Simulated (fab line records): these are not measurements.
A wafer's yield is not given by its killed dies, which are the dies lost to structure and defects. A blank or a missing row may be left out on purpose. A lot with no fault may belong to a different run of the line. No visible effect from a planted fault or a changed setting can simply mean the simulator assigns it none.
Which tool is to blame? || flow sky130 || 18 wafers from 6 lots sampled at 3 of the route's 708 steps

## WHAT EACH GAUGE READ, for each wafer
SKY_DNWELL_TW_MEAS_09.
{"lot": "L210", "measured": "day 3 22:07", "on": "film metro-04", "DNWELL_TW": "1108 1109 1107"}
{"lot": "L212", "measured": "day 4 08:36", "on": "film metro-03", "DNWELL_TW": "1102 1098 1102"}
{"lot": "L216", "measured": "day 5 03:46", "on": "film metro-02", "DNWELL_TW": "1111 1111 1112"}
{"lot": "L225", "measured": "day 7 07:11", "on": "film metro-02", "DNWELL_TW": "1121 1112 1118"}
{"lot": "L228", "measured": "day 8 00:09", "on": "film metro-03", "DNWELL_TW": "1092 1095 1083"}

## WHAT TOOL EACH LOT RAN ON (gives the tool, then ch and the chambers of the sampled wafers, and finally the start)
{"lot": "L210", "SKY_FIELD_ISO_ETCH_15": "rie diel-04 ch 0,3, day 2 20:40", "SKY_FIELD_ISO_STRIP_16": "plasma asher-01 ch 1, day 2 20:43"}
{"lot": "L212", "SKY_FIELD_ISO_ETCH_15": "rie diel-03 ch 1,2,3, day 3 08:07", "SKY_FIELD_ISO_STRIP_16": "plasma asher-03 ch 0,1, day 3 08:12"}
{"lot": "L216", "SKY_FIELD_ISO_ETCH_15": "rie diel-03 ch 0,1,2, day 4 02:53", "SKY_FIELD_ISO_STRIP_16": "plasma asher-02 ch 0,1, day 4 02:56"}
{"lot": "L219", "SKY_FIELD_ISO_ETCH_15": "rie diel-03 ch 0,3, day 4 18:53", "SKY_FIELD_ISO_STRIP_16": "plasma asher-01 ch 0, day 4 18:57"}
{"lot": "L225", "SKY_FIELD_ISO_ETCH_15": "rie diel-01 ch 1,2,3, day 6 02:05", "SKY_FIELD_ISO_STRIP_16": "plasma asher-02 ch 0, day 6 02:09"}
{"lot": "L228", "SKY_FIELD_ISO_ETCH_15": "rie diel-04 ch 0,1,3, day 6 19:10", "SKY_FIELD_ISO_STRIP_16": "plasma asher-02 ch 0,1, day 6 19:13"}
- SKY_FIELD_ISO_ETCH_15: etches the open film in CHF3/O2, stops on Si, target depth 180 nm, time 72 s.
- SKY_FIELD_ISO_STRIP_16: strips in O2/N2.

## THE ANSWER, worked out from the rows above alone
Rule: the lots themselves supply what counts as usual. Put in order of their means at a reading, lots are off if they are a third of the lots or fewer, leave a main group of 4 or more, and stand apart from it by a gap of 3 or more times the standard deviation of the main group's means; of several such gaps the widest counts. The tables above print the reading to a certain number of digits; a main group whose means all agree to those digits is not used. A lot without any number at a reading at which 4 lots or more have one is off too. Any other lot the step has rows for is counted as sound.
None of the lots is off at any reading shown; this tells nothing.

## WHAT THE SIMULATOR HAD INSERTED
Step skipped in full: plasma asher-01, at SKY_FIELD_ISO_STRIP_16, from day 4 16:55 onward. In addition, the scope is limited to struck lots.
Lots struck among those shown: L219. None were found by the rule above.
